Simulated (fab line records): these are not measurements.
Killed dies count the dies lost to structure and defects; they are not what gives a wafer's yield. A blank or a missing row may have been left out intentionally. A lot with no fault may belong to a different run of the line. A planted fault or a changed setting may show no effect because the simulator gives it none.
Which tool is to blame? | flow sky130 | 13 lots with 39 wafers sampled at 5 steps, on a route of 708 steps

== WHAT THE GAUGES READ, wafer by wafer ==
SKY_SONOS_TUNNEL_TW_MEAS_12. Usual: SONOS_TUNNEL_TW 197.6, standard deviation 2.4.
lot  | measured     | on            | SONOS_TUNNEL_TW   | flag
L681 | day 11 13:22 | film_metro-03 | 200.7 201.5 201.5 |
L682 | day 11 16:23 | film_metro-01 | 195.7 196.7 196.3 |
L686 | day 13 09:27 | film_metro-01 | 196.5 197.1 197.2 |
L687 | day 13 21:16 | film_metro-01 | 197.2 198.1 197.9 |
L688 | day 14 04:16 | film_metro-04 | 194.9 194.9 195.8 |
L691 | day 15 04:18 | film_metro-01 | 196.8 196.3 195.3 |
L692 | day 15 10:58 | film_metro-03 | 200.5 201.3 200.4 |
L694 | day 15 21:12 | film_metro-03 | 201.1 201.0 200.4 |
L698 | day 17 02:34 | film_metro-03 | 200.7 200.9 201.0 |
L699 | day 17 14:46 | film_metro-01 | 197.0 196.1 196.3 |
L700 | day 18 04:25 | film_metro-03 | 202.8 201.1 201.6 |
L701 | day 18 06:23 | film_metro-01 | 196.0 196.0 196.1 |
L703 | day 19 00:04 | film_metro-01 | 197.0 196.1 196.0 |

SKY_POLY_GATE_OVL_MEAS_14. Usual: POLY_GATE_OVL 5 nm, standard deviation 6.2.
lot  | measured     | on         | POLY_GATE_OVL (nm) | flag
L681 | day 16 14:51 | overlay-01 | -9 -3 -10          |
L682 | day 16 16:22 | overlay-02 | 7 0 4              |
L686 | day 18 13:51 | overlay-02 | 9 5 10             |
L687 | day 20 01:54 | overlay-02 | -2 0 -2            |
L688 | day 20 00:58 | overlay-02 | -4 2 1             |
L691 | day 20 16:48 | overlay-02 | -2 1 6             |
L692 | day 21 00:15 | overlay-02 | 13 15 18           |
L694 | day 21 12:54 | overlay-02 | -3 5 -5            |
L698 | day 22 18:30 | overlay-02 | 15 9 13            |
L699 | day 23 06:40 | overlay-01 | 10 7 11            |
L700 | day 23 17:39 | overlay-01 | 8 3 2              |
L701 | day 23 19:13 | overlay-01 | 7 5 5              |
L703 | day 24 15:34 | overlay-02 | 10 7 10            |

SKY_LDD_HVP_TW_MEAS_10. Usual: LDD_HVP_TW 459, standard deviation 5.2.
lot  | measured     | on            | LDD_HVP_TW  | flag
L681 | day 21 19:19 | film_metro-01 | 458 458 459 |
L682 | day 21 19:41 | film_metro-04 | 457 454 451 |
L686 | day 23 20:13 | film_metro-03 | 467 468 467 |
L687 | day 25 10:52 | film_metro-04 | 474 473 478 | OFF
L688 | day 25 04:35 | film_metro-03 | 466 466 462 |
L691 | day 25 20:34 | film_metro-04 | 475 477 475 | OFF
L692 | day 26 03:55 | film_metro-03 | 466 470 470 |
L694 | day 26 13:52 | film_metro-04 | 483 480 480 | OFF
L698 | day 27 18:37 | film_metro-04 | 456 455 451 |
L699 | day 28 08:05 | film_metro-01 | 460 459 459 |
L700 | day 28 16:22 | film_metro-01 | 456 461 458 |
L701 | day 28 18:17 | film_metro-01 | 457 461 459 |
L703 | day 29 13:44 | film_metro-04 | 456 455 454 |

SKY_LDD_LDN_OVL_MEAS_07. Usual: LDD_LDN_OVL -0.4 nm, standard deviation 1.8.
lot  | measured     | on         | LDD_LDN_OVL (nm) | flag
L681 | day 23 00:38 | overlay-02 | 1.6 1.8 1.0      |
L682 | day 23 01:38 | overlay-02 | 0.7 0.9 1.4      |
L686 | day 25 01:47 | overlay-01 | -1.8 -2.2 -1.6   |
L687 | day 26 15:26 | overlay-01 | -1.1 -1.5 -2.2   |
L688 | day 26 08:59 | overlay-01 | 1.9 0.0 1.5      |
L691 | day 27 01:59 | overlay-01 | -0.9 -0.2 -0.5   |
L692 | day 27 08:08 | overlay-02 | 0.1 1.4 -1.6     |
L694 | day 27 18:26 | overlay-02 | -0.5 -1.0 1.0    |
L698 | day 28 22:47 | overlay-01 | -3.1 -3.8 -2.5   |
L699 | day 29 11:47 | overlay-02 | 0.3 -0.1 0.6     |
L700 | day 29 19:50 | overlay-01 | 2.3 3.1 3.0      |
L701 | day 29 21:53 | overlay-01 | -2.5 -1.4 -0.1   |
L703 | day 30 17:38 | overlay-01 | 0.0 1.8 1.1      |

== WHAT TOOL EACH LOT RAN ON (gives the tool, then ch and the chambers of the sampled wafers, and finally the start) ==
lot  | SKY_LDD_HVP_IMPLANT_08
L681 | implanter-02 ch 0, day 21 19:04
L682 | implanter-03 ch 0, day 21 19:27
L686 | implanter-02 ch 0, day 23 19:58
L687 | implanter-02 ch 0, day 25 10:37
L688 | implanter-02 ch 0, day 25 04:20
L691 | implanter-02 ch 0, day 25 20:19
L692 | implanter-01 ch 0, day 26 03:40
L694 | implanter-02 ch 0, day 26 13:37
L698 | implanter-01 ch 0, day 27 18:22
L699 | implanter-03 ch 0, day 28 07:50
L700 | implanter-03 ch 0, day 28 16:07
L701 | implanter-03 ch 0, day 28 18:02
L703 | implanter-02 ch 0, day 29 13:29
- SKY_LDD_HVP_IMPLANT_08

== WHAT THE TOOLS THEMSELVES READ (means of the sampled wafers that have a number; where no wafer has one, the mark that the record gives instead) ==
SKY_LDD_HVP_IMPLANT_08. Usual: beam_on_s 10.00 s, standard deviation 0.21; end_station_pressure_torr 5.07e-06 Torr, standard deviation 2.6e-07; faraday_current_uA 97.8, standard deviation 2.
lot  | tool         | beam_on_s (s) | end_station_pressure_torr (Torr) | faraday_current_uA | flag
L681 | implanter-02 | 9.98          | 5.06e-06                         | 98.3               |
L682 | implanter-03 | 10.02         | 5.12e-06                         | 97.6               |
L686 | implanter-02 | 10.02         | 5.16e-06                         | 97.7               |
L687 | implanter-02 | 11.51         | 4.89e-06                         | 84.9               | OFF
L688 | implanter-02 | 10.12         | 5.10e-06                         | 96.8               |
L691 | implanter-02 | 11.35         | 5.17e-06                         | 86.1               | OFF
L692 | implanter-01 | 9.97          | 4.92e-06                         | 98.0               |
L694 | implanter-02 | 11.63         | 5.10e-06                         | 84.2               | OFF
L698 | implanter-01 | 10.02         | 5.15e-06                         | 97.4               |
L699 | implanter-03 | 10.02         | 5.08e-06                         | 98.0               |
L700 | implanter-03 | 9.93          | 5.16e-06                         | 98.5               |
L701 | implanter-03 | 10.12         | 5.20e-06                         | 97.0               |
L703 | implanter-02 | 10.08         | 4.94e-06                         | 97.2               |

== THE ANSWER, worked out from the rows above alone ==
Rule: a lot is off if the mean of its wafers that have a number lies more than 3 standard deviations from the usual mean. A lot without any number at a reading at which 4 lots or more have one is off too. All remaining lots with rows at the step are treated as sound. First the gauges in route order, then the tools' own readings, where a lot's mean is used as printed above. At the first step where some lot is off, the reading lying furthest off is the one used; lots without a number count as furthest.
Off: L687, L691, L694, at SKY_LDD_HVP_TW_MEAS_10 (LDD_HVP_TW).
If a tool, at a process step before that reading, ran all the lots that are off and no sound lot after the first of them, it fits. Not tried: the gauges at SKY_LDD_HVP_TW_MEAS_10; whatever is off there is also off at SKY_LDD_HVP_IMPLANT_08, on other tools, and gauge error can't account for it. Of those tried, none fits.

== WHAT THE SIMULATOR HAD PUT IN ==
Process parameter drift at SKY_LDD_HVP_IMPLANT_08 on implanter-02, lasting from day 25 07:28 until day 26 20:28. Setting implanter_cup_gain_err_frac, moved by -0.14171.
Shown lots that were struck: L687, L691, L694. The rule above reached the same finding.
